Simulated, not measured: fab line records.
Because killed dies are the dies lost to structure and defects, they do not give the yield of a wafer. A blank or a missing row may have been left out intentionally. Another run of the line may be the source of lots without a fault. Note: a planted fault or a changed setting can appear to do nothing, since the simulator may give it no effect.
Struck lot and sound lot, side by side | flow sky130 | 15 steps out of a route of 708
Sound: these wafers, L828.1, L828.5, L828.6. The struck wafers were L826.1, L826.2, L826.3. The cause is given at the end.
At each step with rows: each side's tool, then ch and its chambers, then its first start. Under that, the readings that differ: sound wafers | struck wafers | difference of the means | sigmas: that difference in standard deviations of wafers without a fault.
alike: readings whose means differ by less than 2 such deviations, and words and numbers that are the same on both sides. not compared: withheld readings, readings that some wafer has no value for, bounds like >300 that may hide the same value, and numbers for which the record gives no deviation and whose values overlap.
Wherever a step has rows on one side only, a row that says differs or no value, or a row with sigmas, the two part there. Numbers that have no deviation but don't overlap get no sigmas and don't part them. A reading that every wafer of one side lacks parts them only if that side has two wafers or more.

first, 6 steps without rows for these wafers: SKY_VIA4_HMDS_05 (prime time 60 s); SKY_VIA4_COAT_06 (resist thk 1140 nm); SKY_VIA4_SOFTBAKE_07 (time 60 s); SKY_VIA4_EXPOSE_08 (exposes mask VIM4, target cd 800 nm); SKY_VIA4_PEB_09; SKY_VIA4_DEVELOP_10 (develop time 60 s).
SKY_VIA4_OVL_MEAS_11:
  sound: overlay-02 at day 47 21:42; struck: overlay-02 at day 47 07:08
  alike: VIA4_OVL
SKY_VIA4_ETCH_12: etches SiO2 in C4F8/O2/Ar, stops on TiN, target depth 580 nm.
  sound on rie-diel-04 ch 1,2, day 47 21:44; struck on rie-diel-03 ch 1,2,3, day 47 07:11
  alike: oes-product-au
SKY_VIA4_STRIP_13: strips in O2/N2.
  sound on plasma-asher-03 ch 0,1, day 47 21:49; struck on plasma-asher-01 ch 0,1, day 47 07:15
  alike: drypump-motor-current-A, oes-product-au, strip-time-to-endpoint-s
  not compared: rf-hours-counter-h
then, 3 steps without rows for these wafers: SKY_VIA4_STRIP_14 (strips in post etch residue remover, time 1200 s); SKY_VIA4_CLEAN_15 (cleans in IPA, time 180 s); SKY_VIA4_CLEAN_16 (cleans in O3/DIW).
SKY_VIA4_SPUTTER_17: material TiN, target thk 20 nm, time 80 s.
  sound: pvd-sputter-02 at day 47 22:26; struck: pvd-sputter-01 at day 47 07:50
  no value came back on the struck wafers for cathode-dc-power-W (W), chamber-pressure-pa (Pa), throttle-valve-pct (%); on the sound wafers cathode-dc-power-W (W) reads 3999.4 4000.2 4000.6
SKY_VIA4_CVD_18: deposits W, target thk 505 nm, time 152.14 s.
  sound on cvd-w-02 ch 0,1, day 47 22:30; struck on cvd-w-01 ch 0,1, day 47 07:54
  alike: heater-power-w
-- the record jumps here: 2 days lie between the struck wafers' starts before and after (it left off in module VIA4 and takes up again in module PAD_OPEN, whose first step shown is number 708 of the route) --
SKY_PAD_OPEN_PROBE_99:
  the record has rows for the struck wafers here (prober-01, day 49 19:22) and none for the sound ones

== WHERE THEY PART ==
At SKY_VIA4_SPUTTER_17 first; at SKY_PAD_OPEN_PROBE_99 last (within this record only).

WHY: the cause the simulator had injected
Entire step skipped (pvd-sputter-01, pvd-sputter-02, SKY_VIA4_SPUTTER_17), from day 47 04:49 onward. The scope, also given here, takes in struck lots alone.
